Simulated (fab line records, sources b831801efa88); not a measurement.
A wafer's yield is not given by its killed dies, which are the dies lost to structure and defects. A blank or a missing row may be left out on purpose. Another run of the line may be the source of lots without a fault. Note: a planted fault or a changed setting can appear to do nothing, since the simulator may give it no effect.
Which tool did it?	flow gf180mcu	6 lots, 18 wafers sampled, at 2 steps of a route of 602

## WHAT THE GAUGES READ, wafer by wafer
GF_M2_RS_MEAS_05: measurement is done with a four-point probe.
lot	measured	on	M2_ALCU_RS (ohm/sq)
L248	day 18 20:10	film metro-01	0.0701 0.0700 0.0702
L252	day 20 00:25	film metro-03	0.0701 0.0695 0.0705
L257	day 22 08:23	film metro-01	0.0694 0.0691 0.0698
L259	day 22 18:45	film metro-03	0.0690 0.0687 0.0689
L265	day 24 23:30	film metro-03	0.0692 0.0687 0.0695
L269	day 26 02:00	film metro-04	0.0699 0.0702 0.0700

## TOOL THAT RAN EACH LOT (tool first, then ch and the chambers of the sampled wafers, then the start)
lot	GF_M2_SPUTTER_04
L248	pvd sputter-04, day 18 20:07
L252	pvd sputter-01, day 20 00:23
L257	pvd sputter-04, day 22 08:20
L259	pvd sputter-02, day 22 18:43
L265	pvd sputter-04, day 24 23:28
L269	pvd sputter-01, day 26 01:58
- GF_M2_SPUTTER_04: material TiN, target thk 50 nm, time 41.7 s.

## THE ANSWER, worked out from the rows above alone
Rule: what is usual is taken from the lots themselves. The widest of any qualifying gaps counts: lots, ordered by their means at a reading, are off when they make up no more than a third of the lots, leave a main group of 4 or more, and stand apart from it by 3 or more times the standard deviation of that group's means. Not used: any main group whose means are identical at the precision the tables above print for the reading. A lot without any number at a reading at which 4 lots or more have one is off too. Any other lot the step has rows for is counted as sound.
No lot is off on any of the readings shown, so nothing can be concluded from this.

## WHAT THE SIMULATOR HAD INSERTED
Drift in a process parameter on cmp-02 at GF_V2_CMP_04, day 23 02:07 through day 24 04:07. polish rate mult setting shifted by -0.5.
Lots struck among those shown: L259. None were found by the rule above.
